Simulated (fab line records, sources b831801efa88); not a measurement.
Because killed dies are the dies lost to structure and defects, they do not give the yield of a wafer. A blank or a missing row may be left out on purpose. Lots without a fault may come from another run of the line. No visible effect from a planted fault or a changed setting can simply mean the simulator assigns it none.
A struck lot beside a sound one / flow sky130 / 43 steps out of a route of 708
Sound: these wafers, L299.2, L299.3, L299.5. Struck: wafers L311.2, L311.3, L311.6. The cause is given at the end.
At each step with rows: each side's tool, then ch and its chambers, then its first start. Under that, the readings that differ: sound wafers / struck wafers / difference of the means / sigmas: that difference in standard deviations of wafers without a fault.
alike: a reading whose means differ by less than 2 such deviations, as well as words and numbers matching on both sides. not compared: withheld readings; readings where some wafer has no value; bounds like >300 that might hide an equal value; numbers whose values overlap and for which the record gives no deviation.
Wherever a step has rows on one side only, a row that says differs or no value, or a row with sigmas, the two part there. Numbers that have no deviation but don't overlap get no sigmas and don't part them. A reading missing from all wafers of one side parts the sides only when that side holds two or more wafers.

SKY_VIA3_OVL_MEAS_13:
  sound on overlay-01, day 40 00:02; struck on overlay-02, day 43 11:28
  alike: VIA3_OVL
SKY_VIA3_ETCH_14: etches BARC in N2/H2, stops on SiO2, time 45.9 s, target depth 60 nm.
  sound on rie diel-01 ch 1,2, day 40 00:04; struck on rie diel-01 ch 0,2,3, day 43 11:29
  alike: drypump motor current A, oes product au, throttle valve pct
  not compared: rf hours counter h
SKY_VIA3_ETCH_15: etches SiO2 in C4F8/O2/Ar, stops on TiN, target depth 507 nm, time 78 s.
  sound on rie diel-01 ch 1,2, day 40 00:06; struck on rie diel-01 ch 0,2,3, day 43 11:32
  alike: oes product au
  not compared: rf hours counter h
then, 6 steps without rows for these wafers: SKY_VIA3_STRIP_16 (strips in O2/N2); SKY_VIA3_STRIP_17 (strips in post etch residue remover, time 1200 s); SKY_VIA3_CLEAN_18 (cleans in IPA, time 180 s); SKY_VIA3_CLEAN_19 (cleans in O3/DIW); SKY_VIA3_SPUTTER_20 (material TiN, target thk 20 nm, time 80 s); SKY_VIA3_CVD_21 (deposits W, target thk 390 nm, time 117.31 s).
SKY_VIA3_RS_MEAS_22: a four-point-probe measurement.
  sound on film metro-01, day 40 00:58; struck on film metro-01, day 43 12:29
  alike: VIA3_W_RS
SKY_VIA3_THK_MEAS_23: measures by xrf.
  sound on film metro-01, day 40 01:04; struck on film metro-01, day 43 12:35
  alike: VIA3_W_THK
SKY_VIA3_CMP_24: polishes, stops on SiO2, t overpolish 20 s, target thk 0 nm.
  sound on cmp-01 ch 0,2,3, day 40 01:07; struck on cmp-01 ch 1,3, day 43 12:40
  alike: motor current A, overpolish run s, time to endpoint s
SKY_METAL4_SPUTTER_00: material Ti, target thk 15 nm, time 10 s.
  sound on pvd sputter-02, day 40 01:25; struck on pvd sputter-01, day 43 12:58
  alike: throttle valve pct
SKY_METAL4_SPUTTER_01: material TiN, target thk 20 nm, time 16.7 s.
  sound on pvd sputter-02, day 40 01:26; struck on pvd sputter-01, day 43 12:59
  alike: throttle valve pct
then, 2 steps without rows for these wafers: SKY_METAL4_SPUTTER_02 (material AlCu, target thk 735 nm, time 39.1 s); SKY_METAL4_SPUTTER_03 (material Ti, target thk 5 nm, time 3.3 s).
SKY_METAL4_SPUTTER_04: material TiN, target thk 70 nm, time 58.3 s.
  sound on pvd sputter-02, day 40 01:31; struck on pvd sputter-01, day 43 13:04
  alike: throttle valve pct
then, 1 step without rows for these wafers: SKY_CAP2M_CVD_00 (deposits SiO2, target thk 15.5 nm).
SKY_CAP2M_THK_MEAS_01:
  sound on film metro-04, day 40 01:36; struck on film metro-02, day 43 13:09
  alike: CAP2M_CVD_00_THK
then, 1 step without rows for these wafers: SKY_CAP2M_SPUTTER_02 (material TiN, target thk 200 nm, time 166.7 s).
SKY_CAP2M_RS_MEAS_03: a four-point-probe measurement.
  sound on film metro-01, day 40 01:47; struck on film metro-04, day 43 13:20
  alike: CAP2M_TIN_RS
SKY_CAP2M_THK_MEAS_04: measures by xrf.
  sound on film metro-01, day 40 01:53; struck on film metro-04, day 43 13:26
reading=CAP2M_TIN_THK (nm); sound=198.0 196.0 196.4; struck=203.6 200.5 202.1; difference=+5.3; sigmas=+2
then, 7 steps without rows for these wafers: SKY_CAP2M_DEHYDRATE_05 (time 60 s); SKY_CAP2M_HMDS_06 (prime time 60 s); SKY_CAP2M_COAT_07 (resist thk 1140 nm); SKY_CAP2M_SOFTBAKE_08 (time 60 s); SKY_CAP2M_EXPOSE_09 (exposes mask CAP2M, target cd 1000 nm); SKY_CAP2M_PEB_10; SKY_CAP2M_DEVELOP_11 (develop time 60 s).
SKY_CAP2M_OVL_MEAS_12:
  sound on overlay-01, day 41 02:05; struck on overlay-02, day 44 11:59
reading=CAP2M_OVL (nm); sound=1.0 1.5 0.9; struck=-2.0 -1.3 -2.5; difference=-3.1; sigmas=-2
then, 12 steps without rows for these wafers: SKY_CAP2M_METAL_ETCH_13 (etches TiN in Cl2/BCl3, stops on SiO2, target depth 220 nm, time 62.9 s); SKY_CAP2M_STRIP_14 (strips in O2/N2); SKY_CAP2M_STRIP_15 (strips in post etch residue remover, time 1200 s); SKY_CAP2M_CLEAN_16 (cleans in IPA, time 180 s); SKY_CAP2M_CLEAN_17 (cleans in O3/DIW); SKY_METAL4_DEHYDRATE_05 (time 60 s); SKY_METAL4_HMDS_06 (prime time 60 s); SKY_METAL4_COAT_07 (resist thk 60 nm); SKY_METAL4_COAT_08 (resist thk 1140 nm); SKY_METAL4_SOFTBAKE_09 (time 90 s); SKY_METAL4_EXPOSE_10 (exposes mask MM4, target cd 300 nm); SKY_METAL4_PEB_11.
-- the record jumps here: 4 days lie between the struck wafers' starts before and after (it left off in module METAL4 and takes up again in module PAD_OPEN, whose first step shown is number 708 of the route) --
SKY_PAD_OPEN_PROBE_99:
  only the struck wafers here have rows in the record (prober-01, day 48 23:53); the sound ones have none

## WHERE THEY PART
Last at SKY_PAD_OPEN_PROBE_99 as far as this record goes, first at SKY_CAP2M_THK_MEAS_04.

WHY: whatever the simulator had introduced
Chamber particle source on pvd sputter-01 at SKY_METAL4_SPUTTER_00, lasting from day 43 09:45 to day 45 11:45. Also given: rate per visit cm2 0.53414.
